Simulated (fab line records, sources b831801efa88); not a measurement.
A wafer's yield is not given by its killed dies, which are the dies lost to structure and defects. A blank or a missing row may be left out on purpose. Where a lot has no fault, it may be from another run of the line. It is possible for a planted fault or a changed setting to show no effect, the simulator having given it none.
What tool caused it? | flow gf180mcu | 12 lots, 36 wafers sampled, at 3 steps of a route of 602

WHAT EACH GAUGE READ, for each wafer
GF_HV_LDD_TW_MEAS_50.
lot  | measured     | on            | HV_LDD_4_TW
L996 | day 12 09:16 | film-metro-04 | 575.2 572.9 574.6
L997 | day 12 13:35 | film-metro-04 | 571.8 574.5 574.5
L998 | day 12 22:11 | film-metro-04 | 571.7 572.2 574.9
L999 | day 13 06:17 | film-metro-03 | 571.7 572.8 573.5
L100 | day 13 13:44 | film-metro-01 | 572.2 576.8 572.3
L101 | day 13 20:45 | film-metro-03 | 574.3 570.3 572.0
L102 | day 14 06:03 | film-metro-03 | 572.8 576.1 573.9
L103 | day 14 18:19 | film-metro-01 | 576.1 573.5 575.6
L106 | day 16 01:02 | film-metro-03 | 912.4 915.0 911.2
L107 | day 16 11:28 | film-metro-04 | 899.3 906.6 899.8
L108 | day 16 16:04 | film-metro-04 | 898.1 901.1 906.8
L109 | day 16 21:30 | film-metro-01 | 903.4 900.9 906.4

GF_SALICIDE_THK_MEAS_05: measures by xrf.
lot  | measured     | on            | SALICIDE_TIN_THK (nm)
L996 | day 15 02:59 | film-metro-01 | 20.18 19.96 20.01
L997 | day 15 06:52 | film-metro-04 | 19.61 19.77 19.20
L998 | day 15 16:47 | film-metro-01 | 20.10 19.64 19.96
L999 | day 16 02:15 | film-metro-01 | 19.89 19.74 19.82
L100 | day 16 09:56 | film-metro-02 | 20.23 20.09 20.18
L101 | day 16 17:13 | film-metro-01 | 19.84 20.00 19.48
L102 | day 17 03:29 | film-metro-02 | 19.90 19.86 19.86
L103 | day 17 16:38 | film-metro-02 | 19.83 20.20 20.05
L106 | day 19 01:38 | film-metro-02 | 19.88 19.75 19.82
L107 | day 19 13:17 | film-metro-01 | 19.49 19.79 19.73
L108 | day 19 18:41 | film-metro-04 | 19.77 20.08 19.98
L109 | day 20 00:11 | film-metro-01 | 20.24 20.03 19.87

EACH LOT AND THE TOOL THAT RAN IT (in order: tool; ch and the chambers of the sampled wafers; start)
lot  | GF_HV_LDD_IMPLANT_48
L996 | implanter-03 ch 0, day 12 09:01
L997 | implanter-03 ch 0, day 12 13:20
L998 | implanter-03 ch 0, day 12 21:56
L999 | implanter-02 ch 0, day 13 06:02
L100 | implanter-03 ch 0, day 13 13:31
L101 | implanter-02 ch 0, day 13 20:31
L102 | implanter-02 ch 0, day 14 05:49
L103 | implanter-03 ch 0, day 14 18:05
L106 | implanter-03 ch 0, day 16 00:47
L107 | implanter-03 ch 0, day 16 11:14
L108 | implanter-04 ch 0, day 16 15:50
L109 | implanter-04 ch 0, day 16 21:16
- GF_HV_LDD_IMPLANT_48

WHAT THE TOOLS THEMSELVES READ (means of the sampled wafers that have a number; where no wafer has one, the mark that the record gives instead)
GF_HV_LDD_IMPLANT_48.
lot  | tool         | end-station-pressure-torr (Torr) | faraday-current-uA
L996 | implanter-03 | 5.12e-06                         | 170
L997 | implanter-03 | 5.15e-06                         | 168
L998 | implanter-03 | 5.15e-06                         | 171
L999 | implanter-02 | 5.10e-06                         | 168
L100 | implanter-03 | 4.96e-06                         | 171
L101 | implanter-02 | 5.21e-06                         | 170
L102 | implanter-02 | 5.22e-06                         | 174
L103 | implanter-03 | 5.46e-06                         | 171
L106 | implanter-03 | 4.85e-06                         | 166
L107 | implanter-03 | 5.13e-06                         | 167
L108 | implanter-04 | 5.17e-06                         | 169
L109 | implanter-04 | 5.24e-06                         | 170

THE ANSWER, worked out from the rows above alone
Rule: usual is defined by the lots themselves. The widest of any qualifying gaps counts: lots, ordered by their means at a reading, are off when they make up no more than a third of the lots, leave a main group of 4 or more, and stand apart from it by 3 or more times the standard deviation of that group's means. The tables above print the reading to a certain number of digits; a main group whose means all agree to those digits is not used. A lot without any number at a reading at which 4 lots or more have one is off too. Any other lot the step has rows for is counted as sound. First the gauges in route order, then the tools' own readings, where a lot's mean is used as printed above. At the first step where some lot is off, the reading lying furthest off is the one used; lots without a number count as furthest.
Off: L106, L107, L108, L109, seen at GF_HV_LDD_TW_MEAS_50 (HV_LDD_4_TW). The main group: mean 573.6, standard deviation 0.89.
If a tool, at a process step before that reading, ran all the lots that are off and no sound lot after the first of them, it fits. Those tools and the gauges at GF_HV_LDD_TW_MEAS_50 are tried in the same way. Not one of the candidates tried fits.

WHAT WAS PUT IN BY THE SIMULATOR
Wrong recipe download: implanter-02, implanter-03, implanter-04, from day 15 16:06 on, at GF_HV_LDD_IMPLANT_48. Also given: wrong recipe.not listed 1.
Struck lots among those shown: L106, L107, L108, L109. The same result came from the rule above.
